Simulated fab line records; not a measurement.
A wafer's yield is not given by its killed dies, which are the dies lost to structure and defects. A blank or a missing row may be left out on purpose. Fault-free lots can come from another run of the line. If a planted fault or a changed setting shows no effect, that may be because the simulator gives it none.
The tool behind it: which one? || flow gf180mcu || 11 lots, 33 wafers sampled, at 5 steps of a route of 602

WHAT EACH GAUGE READ, for each wafer
GF_LVPWELL_TW_MEAS_11. Usual: LVPWELL_TW typically reads 564, with standard deviation 3.3.
{"lot": "L179", "measured": "day 4 02:09", "on": "film_metro-01", "LVPWELL_TW": "567 568 567", "flag": ""}
{"lot": "L180", "measured": "day 4 09:58", "on": "film_metro-01", "LVPWELL_TW": "568 571 571", "flag": ""}
{"lot": "L181", "measured": "day 4 13:12", "on": "film_metro-03", "LVPWELL_TW": "564 563 564", "flag": ""}
{"lot": "L183", "measured": "day 5 00:35", "on": "film_metro-01", "LVPWELL_TW": "567 565 566", "flag": ""}
{"lot": "L184", "measured": "day 5 05:11", "on": "film_metro-03", "LVPWELL_TW": "560 556 556", "flag": ""}
{"lot": "L185", "measured": "day 5 14:12", "on": "film_metro-04", "LVPWELL_TW": "566 566 566", "flag": ""}
{"lot": "L186", "measured": "day 5 17:16", "on": "film_metro-03", "LVPWELL_TW": "560 560 562", "flag": ""}
{"lot": "L195", "measured": "day 7 20:25", "on": "film_metro-03", "LVPWELL_TW": "566 562 565", "flag": ""}
{"lot": "L196", "measured": "day 8 01:24", "on": "film_metro-01", "LVPWELL_TW": "562 562 565", "flag": ""}
{"lot": "L200", "measured": "day 9 01:10", "on": "film_metro-03", "LVPWELL_TW": "564 560 565", "flag": ""}
{"lot": "L201", "measured": "day 9 12:53", "on": "film_metro-04", "LVPWELL_TW": "567 565 566", "flag": ""}

GF_POLY_GATE_CD_MEAS_18. Usual: cd_nm reads 280.9 nm (standard deviation 1.6).
{"lot": "L179", "measured": "day 9 11:44", "on": "cd_sem-02", "cd_nm (nm)": "280.1 280.0 279.4", "flag": ""}
{"lot": "L180", "measured": "day 9 23:25", "on": "cd_sem-02", "cd_nm (nm)": "280.8 278.6 276.9", "flag": ""}
{"lot": "L181", "measured": "day 10 03:21", "on": "cd_sem-01", "cd_nm (nm)": "280.4 283.8 282.0", "flag": ""}
{"lot": "L183", "measured": "day 10 19:32", "on": "cd_sem-02", "cd_nm (nm)": "281.9 283.3 282.2", "flag": ""}
{"lot": "L184", "measured": "day 10 22:11", "on": "cd_sem-02", "cd_nm (nm)": "280.6 279.8 281.7", "flag": ""}
{"lot": "L185", "measured": "day 11 11:52", "on": "cd_sem-01", "cd_nm (nm)": "- - -", "flag": "OFF"}
{"lot": "L186", "measured": "day 11 15:59", "on": "cd_sem-01", "cd_nm (nm)": "- - -", "flag": "OFF"}
{"lot": "L195", "measured": "day 14 07:20", "on": "cd_sem-02", "cd_nm (nm)": "285.2 280.8 281.1", "flag": ""}
{"lot": "L196", "measured": "day 14 15:35", "on": "cd_sem-01", "cd_nm (nm)": "283.7 282.2 283.9", "flag": ""}
{"lot": "L200", "measured": "day 15 18:45", "on": "cd_sem-02", "cd_nm (nm)": "279.3 281.3 279.9", "flag": ""}
{"lot": "L201", "measured": "day 16 10:07", "on": "cd_sem-01", "cd_nm (nm)": "282.2 281.5 281.0", "flag": ""}

EACH LOT AND THE TOOL THAT RAN IT (in order: tool; ch and the chambers of the sampled wafers; start)
{"lot": "L179", "GF_DNWELL_STRIP_08": "plasma_asher-01 ch 0, day 2 23:51", "GF_POLY_GATE_ETCH_12": "rie_diel-01 ch 1,2,3, day 9 10:08", "GF_POLY_GATE_ETCH_13": "rie_si-01 ch 0,1,2, day 9 10:11"}
{"lot": "L180", "GF_DNWELL_STRIP_08": "plasma_asher-04 ch 0,1, day 3 06:38", "GF_POLY_GATE_ETCH_12": "rie_diel-01 ch 2,3, day 9 20:42", "GF_POLY_GATE_ETCH_13": "rie_si-02 ch 1,2, day 9 20:45"}
{"lot": "L181", "GF_DNWELL_STRIP_08": "plasma_asher-01 ch 0,1, day 3 10:36", "GF_POLY_GATE_ETCH_12": "rie_diel-04 ch 0,1,3, day 10 01:25", "GF_POLY_GATE_ETCH_13": "rie_si-02 ch 0,1,2, day 10 01:28"}
{"lot": "L183", "GF_DNWELL_STRIP_08": "plasma_asher-04 ch 0,1, day 3 20:48", "GF_POLY_GATE_ETCH_12": "rie_diel-02 ch 0,1,3, day 10 17:05", "GF_POLY_GATE_ETCH_13": "rie_si-01 ch 0,1,2, day 10 17:08"}
{"lot": "L184", "GF_DNWELL_STRIP_08": "plasma_asher-01 ch 0,1, day 4 02:22", "GF_POLY_GATE_ETCH_12": "rie_diel-02 ch 0,1,2, day 10 19:56", "GF_POLY_GATE_ETCH_13": "rie_si-02 ch 0,1,2, day 10 19:59"}
{"lot": "L185", "GF_DNWELL_STRIP_08": "plasma_asher-02 ch 0,1, day 4 09:21", "GF_POLY_GATE_ETCH_12": "rie_diel-04 ch 0,1, day 11 08:13", "GF_POLY_GATE_ETCH_13": "rie_si-02 ch 1,2,3, day 11 08:16"}
{"lot": "L186", "GF_DNWELL_STRIP_08": "plasma_asher-04 ch 0,1, day 4 12:04", "GF_POLY_GATE_ETCH_12": "rie_diel-02 ch 0,1,3, day 11 14:00", "GF_POLY_GATE_ETCH_13": "rie_si-02 ch 0,2,3, day 11 14:03"}
{"lot": "L195", "GF_DNWELL_STRIP_08": "plasma_asher-04 ch 0,1, day 6 13:05", "GF_POLY_GATE_ETCH_12": "rie_diel-02 ch 2,3, day 14 04:53", "GF_POLY_GATE_ETCH_13": "rie_si-01 ch 1,2, day 14 04:56"}
{"lot": "L196", "GF_DNWELL_STRIP_08": "plasma_asher-04 ch 0,1, day 6 17:22", "GF_POLY_GATE_ETCH_12": "rie_diel-04 ch 0,3, day 14 13:13", "GF_POLY_GATE_ETCH_13": "rie_si-02 ch 0,1,3, day 14 13:16"}
{"lot": "L200", "GF_DNWELL_STRIP_08": "plasma_asher-04 ch 0,1, day 7 15:30", "GF_POLY_GATE_ETCH_12": "rie_diel-04 ch 1,2, day 15 17:06", "GF_POLY_GATE_ETCH_13": "rie_si-01 ch 1,3, day 15 17:09"}
{"lot": "L201", "GF_DNWELL_STRIP_08": "plasma_asher-04 ch 0,1, day 8 02:03", "GF_POLY_GATE_ETCH_12": "rie_diel-04 ch 0,1,3, day 16 08:31", "GF_POLY_GATE_ETCH_13": "rie_si-01 ch 1,3, day 16 08:34"}
- GF_DNWELL_STRIP_08: strips in O2/N2.
- GF_POLY_GATE_ETCH_12: etches BARC in N2/H2.
- GF_POLY_GATE_ETCH_13: etches poly-Si in HBr/Cl2, stops on SiO2, target depth 198.5 nm, time 69.6 s.

WHAT THE TOOLS THEMSELVES READ (means of the sampled wafers that have a number; where no wafer has one, the mark that the record gives instead)
GF_DNWELL_STRIP_08. Usual: drypump_motor_current_A 5.5 A, standard deviation 0.46; heater_power_w 302 W, standard deviation 17; oes_product_au 0.723 a.u., standard deviation 0.0043; strip_time_to_endpoint_s 36.97 s, standard deviation 0.1.
{"lot": "L179", "tool": "plasma_asher-01", "drypump_motor_current_A (A)": 6.1, "heater_power_w (W)": 323, "oes_product_au (a.u.)": 0.724, "strip_time_to_endpoint_s (s)": 37.03, "flag": ""}
{"lot": "L180", "tool": "plasma_asher-04", "drypump_motor_current_A (A)": 5.5, "heater_power_w (W)": 299, "oes_product_au (a.u.)": 0.722, "strip_time_to_endpoint_s (s)": 37.10, "flag": ""}
{"lot": "L181", "tool": "plasma_asher-01", "drypump_motor_current_A (A)": 6.0, "heater_power_w (W)": 305, "oes_product_au (a.u.)": 0.723, "strip_time_to_endpoint_s (s)": 37.01, "flag": ""}
{"lot": "L183", "tool": "plasma_asher-04", "drypump_motor_current_A (A)": 5.3, "heater_power_w (W)": 291, "oes_product_au (a.u.)": 0.721, "strip_time_to_endpoint_s (s)": 36.89, "flag": ""}
{"lot": "L184", "tool": "plasma_asher-01", "drypump_motor_current_A (A)": 6.1, "heater_power_w (W)": 315, "oes_product_au (a.u.)": 0.719, "strip_time_to_endpoint_s (s)": 37.18, "flag": ""}
{"lot": "L185", "tool": "plasma_asher-02", "drypump_motor_current_A (A)": 5.0, "heater_power_w (W)": 311, "oes_product_au (a.u.)": 0.721, "strip_time_to_endpoint_s (s)": 36.88, "flag": ""}
{"lot": "L186", "tool": "plasma_asher-04", "drypump_motor_current_A (A)": 5.3, "heater_power_w (W)": 289, "oes_product_au (a.u.)": 0.727, "strip_time_to_endpoint_s (s)": 37.00, "flag": ""}
{"lot": "L195", "tool": "plasma_asher-04", "drypump_motor_current_A (A)": 5.2, "heater_power_w (W)": 286, "oes_product_au (a.u.)": 0.724, "strip_time_to_endpoint_s (s)": 36.95, "flag": ""}
{"lot": "L196", "tool": "plasma_asher-04", "drypump_motor_current_A (A)": 5.2, "heater_power_w (W)": 292, "oes_product_au (a.u.)": 0.721, "strip_time_to_endpoint_s (s)": 36.94, "flag": ""}
{"lot": "L200", "tool": "plasma_asher-04", "drypump_motor_current_A (A)": 5.5, "heater_power_w (W)": 296, "oes_product_au (a.u.)": 0.722, "strip_time_to_endpoint_s (s)": 37.13, "flag": ""}
{"lot": "L201", "tool": "plasma_asher-04", "drypump_motor_current_A (A)": 5.5, "heater_power_w (W)": 298, "oes_product_au (a.u.)": 0.721, "strip_time_to_endpoint_s (s)": 37.01, "flag": ""}

GF_POLY_GATE_ETCH_12. Usual: bias_w 100.0 W, standard deviation 0.3; chamber_pressure_mTorr 30.00 mTorr, standard deviation 0.03; drypump_motor_current_A 5.7 A, standard deviation 0.46; oes_product_au 0.735 a.u., standard deviation 0.0045; throttle_valve_pct 13.213 %, standard deviation 0.0097.
{"lot": "L179", "tool": "rie_diel-01", "bias_w (W)": 100.4, "chamber_pressure_mTorr (mTorr)": 30.00, "drypump_motor_current_A (A)": 5.2, "oes_product_au (a.u.)": 0.730, "throttle_valve_pct (%)": 13.206, "flag": ""}
{"lot": "L180", "tool": "rie_diel-01", "bias_w (W)": 100.2, "chamber_pressure_mTorr (mTorr)": 29.99, "drypump_motor_current_A (A)": 5.2, "oes_product_au (a.u.)": 0.736, "throttle_valve_pct (%)": 13.212, "flag": ""}
{"lot": "L181", "tool": "rie_diel-04", "bias_w (W)": 99.9, "chamber_pressure_mTorr (mTorr)": 29.99, "drypump_motor_current_A (A)": 5.6, "oes_product_au (a.u.)": 0.733, "throttle_valve_pct (%)": 13.217, "flag": ""}
{"lot": "L183", "tool": "rie_diel-02", "bias_w (W)": 99.8, "chamber_pressure_mTorr (mTorr)": 29.96, "drypump_motor_current_A (A)": 5.9, "oes_product_au (a.u.)": 0.734, "throttle_valve_pct (%)": 13.209, "flag": ""}
{"lot": "L184", "tool": "rie_diel-02", "bias_w (W)": 99.8, "chamber_pressure_mTorr (mTorr)": 30.00, "drypump_motor_current_A (A)": 6.0, "oes_product_au (a.u.)": 0.733, "throttle_valve_pct (%)": 13.218, "flag": ""}
{"lot": "L185", "tool": "rie_diel-04", "bias_w (W)": "-", "chamber_pressure_mTorr (mTorr)": "-", "drypump_motor_current_A (A)": "-", "oes_product_au (a.u.)": "-", "throttle_valve_pct (%)": "-", "flag": "OFF"}
{"lot": "L186", "tool": "rie_diel-02", "bias_w (W)": "-", "chamber_pressure_mTorr (mTorr)": "-", "drypump_motor_current_A (A)": "-", "oes_product_au (a.u.)": "-", "throttle_valve_pct (%)": "-", "flag": "OFF"}
{"lot": "L195", "tool": "rie_diel-02", "bias_w (W)": 99.9, "chamber_pressure_mTorr (mTorr)": 30.03, "drypump_motor_current_A (A)": 5.8, "oes_product_au (a.u.)": 0.737, "throttle_valve_pct (%)": 13.207, "flag": ""}
{"lot": "L196", "tool": "rie_diel-04", "bias_w (W)": 100.1, "chamber_pressure_mTorr (mTorr)": 29.99, "drypump_motor_current_A (A)": 5.7, "oes_product_au (a.u.)": 0.734, "throttle_valve_pct (%)": 13.218, "flag": ""}
{"lot": "L200", "tool": "rie_diel-04", "bias_w (W)": 100.2, "chamber_pressure_mTorr (mTorr)": 30.00, "drypump_motor_current_A (A)": 6.1, "oes_product_au (a.u.)": 0.739, "throttle_valve_pct (%)": 13.209, "flag": ""}
{"lot": "L201", "tool": "rie_diel-04", "bias_w (W)": 100.3, "chamber_pressure_mTorr (mTorr)": 30.01, "drypump_motor_current_A (A)": 5.6, "oes_product_au (a.u.)": 0.734, "throttle_valve_pct (%)": 13.211, "flag": ""}

GF_POLY_GATE_ETCH_13. Usual: HBr_flow_sccm 150.0 sccm, standard deviation 0.41; bias_w 100.02 W, standard deviation 0.27; drypump_motor_current_A 5.6 A, standard deviation 0.45; oes_product_au 0.988 a.u., standard deviation 0.0086; throttle_valve_pct 33.684 %, standard deviation 0.0091.
{"lot": "L179", "tool": "rie_si-01", "HBr_flow_sccm (sccm)": 150.1, "bias_w (W)": 99.94, "drypump_motor_current_A (A)": 5.5, "oes_product_au (a.u.)": 0.990, "throttle_valve_pct (%)": 33.684, "flag": ""}
{"lot": "L180", "tool": "rie_si-02", "HBr_flow_sccm (sccm)": 150.2, "bias_w (W)": 100.12, "drypump_motor_current_A (A)": 6.0, "oes_product_au (a.u.)": 0.986, "throttle_valve_pct (%)": 33.689, "flag": ""}
{"lot": "L181", "tool": "rie_si-02", "HBr_flow_sccm (sccm)": 149.3, "bias_w (W)": 99.83, "drypump_motor_current_A (A)": 5.6, "oes_product_au (a.u.)": 0.988, "throttle_valve_pct (%)": 33.684, "flag": ""}
{"lot": "L183", "tool": "rie_si-01", "HBr_flow_sccm (sccm)": 150.1, "bias_w (W)": 100.21, "drypump_motor_current_A (A)": 5.6, "oes_product_au (a.u.)": 0.984, "throttle_valve_pct (%)": 33.684, "flag": ""}
{"lot": "L184", "tool": "rie_si-02", "HBr_flow_sccm (sccm)": 149.9, "bias_w (W)": 99.90, "drypump_motor_current_A (A)": 5.6, "oes_product_au (a.u.)": 1.001, "throttle_valve_pct (%)": 33.684, "flag": ""}
{"lot": "L185", "tool": "rie_si-02", "HBr_flow_sccm (sccm)": 150.2, "bias_w (W)": 100.12, "drypump_motor_current_A (A)": 5.7, "oes_product_au (a.u.)": 0.273, "throttle_valve_pct (%)": 33.680, "flag": "OFF"}
{"lot": "L186", "tool": "rie_si-02", "HBr_flow_sccm (sccm)": 150.1, "bias_w (W)": 100.08, "drypump_motor_current_A (A)": 5.2, "oes_product_au (a.u.)": 0.278, "throttle_valve_pct (%)": 33.681, "flag": "OFF"}
{"lot": "L195", "tool": "rie_si-01", "HBr_flow_sccm (sccm)": 150.1, "bias_w (W)": 99.91, "drypump_motor_current_A (A)": 5.7, "oes_product_au (a.u.)": 0.999, "throttle_valve_pct (%)": 33.686, "flag": ""}
{"lot": "L196", "tool": "rie_si-02", "HBr_flow_sccm (sccm)": 149.8, "bias_w (W)": 100.02, "drypump_motor_current_A (A)": 5.4, "oes_product_au (a.u.)": 0.977, "throttle_valve_pct (%)": 33.688, "flag": ""}
{"lot": "L200", "tool": "rie_si-01", "HBr_flow_sccm (sccm)": 150.1, "bias_w (W)": 100.07, "drypump_motor_current_A (A)": 5.8, "oes_product_au (a.u.)": 0.996, "throttle_valve_pct (%)": 33.686, "flag": ""}
{"lot": "L201", "tool": "rie_si-01", "HBr_flow_sccm (sccm)": 150.3, "bias_w (W)": 99.81, "drypump_motor_current_A (A)": 5.9, "oes_product_au (a.u.)": 0.995, "throttle_valve_pct (%)": 33.679, "flag": ""}

THE ANSWER, worked out from the rows above alone
Rule: take the mean of a lot's wafers that have a number; if it is more than 3 standard deviations from the usual mean, the lot is off. Also off: a lot with no number at a reading for which 4 or more lots have one. The other lots that the step has rows for count as sound. First the gauges in route order, then the tools' own readings, where a lot's mean is used as printed above. The first step at which some lot is off is used, and at that step the reading that is off furthest; a lot without a number counts as furthest.
Off at GF_POLY_GATE_CD_MEAS_18 (cd_nm): L185, L186. Without a number there: L185, L186.
If a tool, at a process step before that reading, ran all the lots that are off and no sound lot after the first of them, it fits. The gauges at GF_POLY_GATE_CD_MEAS_18 aren't tried: what is off there is off at GF_POLY_GATE_ETCH_12 too, on other tools, and a gauge's error can't cause that. None of those tried fits.

WHAT THE SIMULATOR HAD PUT IN
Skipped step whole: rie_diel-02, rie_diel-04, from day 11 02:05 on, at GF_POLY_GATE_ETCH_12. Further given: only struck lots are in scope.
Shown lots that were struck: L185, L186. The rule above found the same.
